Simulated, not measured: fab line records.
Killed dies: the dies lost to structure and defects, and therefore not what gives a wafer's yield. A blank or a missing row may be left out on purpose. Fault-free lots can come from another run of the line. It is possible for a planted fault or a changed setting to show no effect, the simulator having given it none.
A struck lot beside a sound one | flow sky130 | 17 out of 708 route steps
Sound: the wafers L245.1, L245.3, L245.5. Wafers struck: L260.4, L260.5, L260.6. At the end, the cause is stated.
At each step with rows: each side's tool, then ch and its chambers, then its first start. Under that, the readings that differ: sound wafers | struck wafers | difference of the means | sigmas: that difference in standard deviations of wafers without a fault.
alike: same words and numbers on both sides, and readings whose means sit less than 2 such deviations apart. not compared: any withheld reading, any reading some wafer has no value for, any bound like >300 that may hide the same value, and any number with overlapping values for which the record gives no deviation.
A row with sigmas, a row that says differs or no value, or rows on one side alone: a step with any of these is where the two part. When numbers do not overlap yet have no deviation, they are printed without sigmas and do not part them. A reading that every wafer of one side lacks parts them only if that side has two wafers or more.

first, 1 step without rows for these wafers: SKY_LDD_N_IMPLANT_15.
SKY_LDD_N_STRIP_16: strips in O2/N2.
  sound on plasma asher-03 ch 0,1, day 18 09:09; struck on plasma asher-03 ch 0,1, day 24 00:00
  reading                      | sound             | struck            | difference | sigmas
  strip time to endpoint s (s) | 4.286 4.300 4.262 | 4.316 4.321 4.306 | +0.032     | +2
  alike: drypump motor current A, oes product au
  not compared: rf hours counter h
SKY_LDD_N_TW_MEAS_17:
  struck on film metro-03, day 24 00:06; sound on film metro-02, day 18 09:15
  alike: LDD_N_TW
then, 7 steps without rows for these wafers: SKY_LDD_P_DEHYDRATE_00 (time 60 s); SKY_LDD_P_HMDS_01 (prime time 60 s); SKY_LDD_P_COAT_02 (resist thk 1140 nm); SKY_LDD_P_SOFTBAKE_03 (time 60 s); SKY_LDD_P_EXPOSE_04 (exposes mask PSDM, target cd 380 nm); SKY_LDD_P_PEB_05; SKY_LDD_P_DEVELOP_06 (develop time 60 s).
SKY_LDD_P_CD_MEAS_07 targets a cd of 380 nm.
  struck on cd sem-02, day 25 04:47; sound on cd sem-01, day 19 16:14
  alike: cd nm
SKY_LDD_P_OVL_MEAS_08:
  struck on overlay-01, day 25 04:51; sound on overlay-01, day 19 16:21
  alike: LDD_P_OVL
SKY_LDD_P_IMPLANT_09:
  sound on implanter-02 ch 0, day 19 16:23; struck on implanter-04 ch 0, day 25 04:59
  reading            | sound                     | struck                           | difference  | sigmas
  dose ions cm2      | 1e+13 9.974e+12 9.998e+12 | 1.5343e+13 1.5344e+13 1.5351e+13 | +5.3553e+12 | +99 or more
  faraday current uA | 56.4 56.1 57.7            | 86.1 87.4 87.8                   | +30.4       | +28
SKY_LDD_P_STRIP_10: strips in O2/N2.
  sound on plasma asher-03 ch 0,1, day 19 16:32; struck on plasma asher-01 ch 0,1, day 25 05:06
  alike: drypump motor current A, oes product au, strip time to endpoint s
  not compared: rf hours counter h
SKY_LDD_P_TW_MEAS_11:
  struck on film metro-02, day 25 05:11; sound on film metro-02, day 19 16:38
  reading  | sound       | struck      | difference | sigmas
  LDD_P_TW | 630 629 627 | 718 716 716 | +88        | +7
then, 1 step without rows for these wafers: SKY_LDD_HVN_DEHYDRATE_00 (time 60 s).
-- the record jumps here: 24 days lie between the struck wafers' starts before and after (it left off in module LDD_HVN and takes up again in module PAD_OPEN, whose first step shown is number 708 of the route) --
SKY_PAD_OPEN_PROBE_99:
  struck on prober-01, day 49 16:40; sound on prober-02, day 46 03:30
  reading                                 | sound                | struck               | difference | sigmas
  model.etest.tip p.rs ohm sq             | 6851 6798 6866       | 4865 4873 4871       | -1969      |
  model.etest.pfet_01v8.r on ohm um       | 2876 2920 2848       | 2740 2719 2726       | -153       |
  model.etest.pfet_01v8.drive ua um       | 192.4 191.4 196.8    | 204.8 209 205.4      | +12.9      |
  model.etest.sram pfet latch.drive ua um | 144.2 139.9 152.5    | 160 161.1 156.4      | +14        |
  model.etest.pfet_01v8_hvt.drive ua um   | 144 142.1 147.1      | 154.6 156.9 153.9    | +10.7      |
  model.etest.pfet_01v8_mvt.drive ua um   | 154.2 150 154.8      | 158.1 158.5 158.6    | +5.4       |
  model.etest.pfet_01v8.off log10 a um    | -9.597 -9.565 -9.316 | -8.905 -8.774 -8.993 | +0.602     |
  alike: killed_at_M0_to_M3, killed_at_M4_up, killed at contacts, killed at front end, killed at other, killed dies, killed open, killed short
  not compared: model.etest.pfet_01v8_lvt.drive ua um

WHERE THEY PART
Earliest at SKY_LDD_N_STRIP_16; latest, in this record, at SKY_LDD_P_TW_MEAS_11. Later steps at which nothing parts them and some readings are alike: SKY_PAD_OPEN_PROBE_99.

WHY: what the simulator had put in
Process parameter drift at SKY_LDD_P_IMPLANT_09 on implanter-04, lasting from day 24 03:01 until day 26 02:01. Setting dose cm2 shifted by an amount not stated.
